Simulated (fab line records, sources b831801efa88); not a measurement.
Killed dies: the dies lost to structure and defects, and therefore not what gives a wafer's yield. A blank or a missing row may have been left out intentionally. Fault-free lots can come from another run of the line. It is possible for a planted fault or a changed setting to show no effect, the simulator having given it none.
Code-filled problem report in 8D (eight disciplines) form + flow sky130 + the parts of the form that need people (team, actions taken, sign-off) are left out

== 1. WHAT IS WRONG ==
Wafers without a fault read 2999.7 rpm, standard deviation 2; spin_speed_rpm at SKY_METAL2_COAT_10 reads a mean of 2577.3 rpm on 9 wafers belonging to 3 lots. That is -99 or more standard deviations from the usual mean.
The step: resist thk 450 nm.
The first sign was on wafer L627.3 at day 39 19:00, on litho_track-04. The record holds 33 wafers of 11 lots with a number at this step. By rule, "out" or "out of limits" means more than 4 standard deviations away from the usual mean. Any other wafer with a number is counted as sound.

== 2. WHAT THIS IS AND IS NOT ==
| question                    | is                     | is not                                                                    |
|-----------------------------|------------------------|---------------------------------------------------------------------------|
| which readings at this step | spin_speed_rpm         | -                                                                         |
| which lots                  | L627, L629, L630       | L614, L616, L621, L623, L625, L626, L633, L634                            |
| which wafers of those lots  | all that have a number | -                                                                         |
| read on which tools         | litho_track-04         | litho_track-01, litho_track-03                                            |
| when                        | from day 39 19:00      | up to then (18 sound wafers); but 6 sound wafers of L633, L634 came after |

== 3. WHAT RULES OUT EACH SUSPECT ==
Counting: any tool at a process step up to the reading is kept as a suspect provided that every lot that is out went through it and no sound lot did after the first of them.
- litho_track-04 at SKY_METAL2_COAT_10 (resist thk 450 nm): kept. Every lot that is out went through it, starting with L627 (day 39 19:00), and after that it ran no sound lot; the last sound lot it ran before then is L625 (day 39 02:00). Its own spin_speed_rpm readings are out on those wafers.
Left after counting: litho_track-04 at SKY_METAL2_COAT_10.

== 4. THE CAUSE (what the simulator had put in) ==
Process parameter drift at SKY_METAL2_COAT_10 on litho_track-04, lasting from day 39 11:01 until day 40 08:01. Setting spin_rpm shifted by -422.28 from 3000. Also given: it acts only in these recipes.
After counting, this tool was the only one left.

== 5. THE CHAIN OF EFFECTS, in route order ==
Each row: a reading whose mean over the struck wafers that have a number lies more than 3 standard deviations from the usual. Readings are gone through only where the record gives a usual standard deviation; hours: the median, over the lots, of the time from a lot's start at the first step in this table giving one to that lot's start at this step; sigmas: the change measured in usual standard deviations.
| hours | step                | reading                  | usual      | on struck wafers | change | sigmas      |
|-------|---------------------|--------------------------|------------|------------------|--------|-------------|
| 0     | SKY_METAL2_COAT_10  | spin_speed_rpm           | 2999.7 rpm | 2577.3           | -422.4 | -99 or more |
| 14    | SKY_METAL2_STRIP_20 | strip_time_to_endpoint_s | 2.67 s     | 3.02             | +0.35  | +6.1        |
The process steps in it:
- SKY_METAL2_COAT_10: resist thk 450 nm.
- SKY_METAL2_STRIP_20: strips in O2/N2.
At these later measuring or inspecting steps, every struck wafer for which the step has a row has a number for every such reading, and none has moved that far: SKY_VIA3_BOW_MEAS_03.

== 6. WHAT WOULD HAVE CAUGHT IT SOONER ==
First out-of-limits reading in this record: day 39 19:00, which is 8 hours after fault onset at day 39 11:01.
